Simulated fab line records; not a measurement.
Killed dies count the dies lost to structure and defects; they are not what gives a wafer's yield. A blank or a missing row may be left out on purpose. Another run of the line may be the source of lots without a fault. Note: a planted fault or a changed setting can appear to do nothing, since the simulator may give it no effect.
Check for tools in common	flow gf180mcu	Lots sampled 12, wafers sampled 36

== REASON IT WAS OPENED ==
At GF_V2_RS_MEAS_24 the reading V2_W_RS is flagged on 3 of 12 lots. Fault-free wafers read 0.330 ohm/sq, with a standard deviation of 0.0037.
Rule: a lot is flagged when every wafer of it that has a number lies more than 4 standard deviations from that mean, or none has a number. The other lots count as sound.

lot	measured	on	V2_W_RS (ohm/sq), wafer by wafer	flag
L706	day 20 17:55	filmMetro-03	0.335 0.333 0.335	
L707	day 21 04:54	filmMetro-02	0.330 0.335 0.335	
L713	day 23 11:10	filmMetro-01	43.536 44.071 43.723	FLAGGED
L714	day 23 13:57	filmMetro-01	44.001 44.288 43.829	FLAGGED
L715	day 24 08:53	filmMetro-02	44.013 44.089 44.046	FLAGGED
L718	day 25 04:41	filmMetro-01	0.334 0.332 0.333	
L719	day 25 16:38	filmMetro-02	0.332 0.332 0.334	
L721	day 26 05:32	filmMetro-02	0.327 0.327 0.326	
L722	day 26 07:52	filmMetro-03	0.333 0.333 0.331	
L724	day 26 20:49	filmMetro-01	0.330 0.332 0.332	
L726	day 27 11:13	filmMetro-01	0.326 0.325 0.323	
L728	day 28 02:22	filmMetro-01	0.333 0.333 0.329	
The numbers of the flagged lots are 43.955 ohm/sq on average: +43.625 ohm/sq against the usual, or +99 or more standard deviations.

== LOT BY LOT: THE TOOL USED ==
The record holds 1 process step before the reading, out of a route of 602 steps. Read each cell as the tool, then ch plus the chambers that the sampled wafers visited, then the start.
lot	flag	GF_V2_CVD_23
L706		cvdW-02 ch 0,1, day 20 17:47
L707		cvdW-02 ch 0,1, day 21 04:47
L713	FLAGGED	cvdW-01 ch 0,1, day 23 11:03
L714	FLAGGED	cvdW-02 ch 0,1, day 23 13:50
L715	FLAGGED	cvdW-01 ch 0,1, day 24 08:46
L718		cvdW-01 ch 0,1, day 25 04:33
L719		cvdW-01 ch 0,1, day 25 16:31
L721		cvdW-02 ch 0,1, day 26 05:24
L722		cvdW-01 ch 0,1, day 26 07:43
L724		cvdW-01 ch 0,1, day 26 20:42
L726		cvdW-01 ch 0,1, day 27 11:05
L728		cvdW-01 ch 0,1, day 28 02:14
What the steps here do:
- GF_V2_CVD_23: deposits W, target thk 350 nm, time 104.94 s.
- GF_V2_RS_MEAS_24: measures by four-point-probe.

== FLAGGED OVER TOTAL, TOOL BY TOOL (the gauges that took the reading come last) ==
step	tool	lots run	flagged	share of the flagged lots	sound lots run after its first flagged lot
GF_V2_CVD_23	cvdW-01	8	2	some	6 (L718,L719,L722,L724,L726,L728)
GF_V2_CVD_23	cvdW-02	4	1	some	1 (L721)
GF_V2_RS_MEAS_24	filmMetro-01	6	2	some	4 (L718,L724,L726,L728)
GF_V2_RS_MEAS_24	filmMetro-02	4	1	some	2 (L719,L721)
GF_V2_RS_MEAS_24	filmMetro-03	2	0	none	-

== WHAT THE TABLE PERMITS ==
No row of the table ran every flagged lot.

== WHAT WAS PUT IN BY THE SIMULATOR ==
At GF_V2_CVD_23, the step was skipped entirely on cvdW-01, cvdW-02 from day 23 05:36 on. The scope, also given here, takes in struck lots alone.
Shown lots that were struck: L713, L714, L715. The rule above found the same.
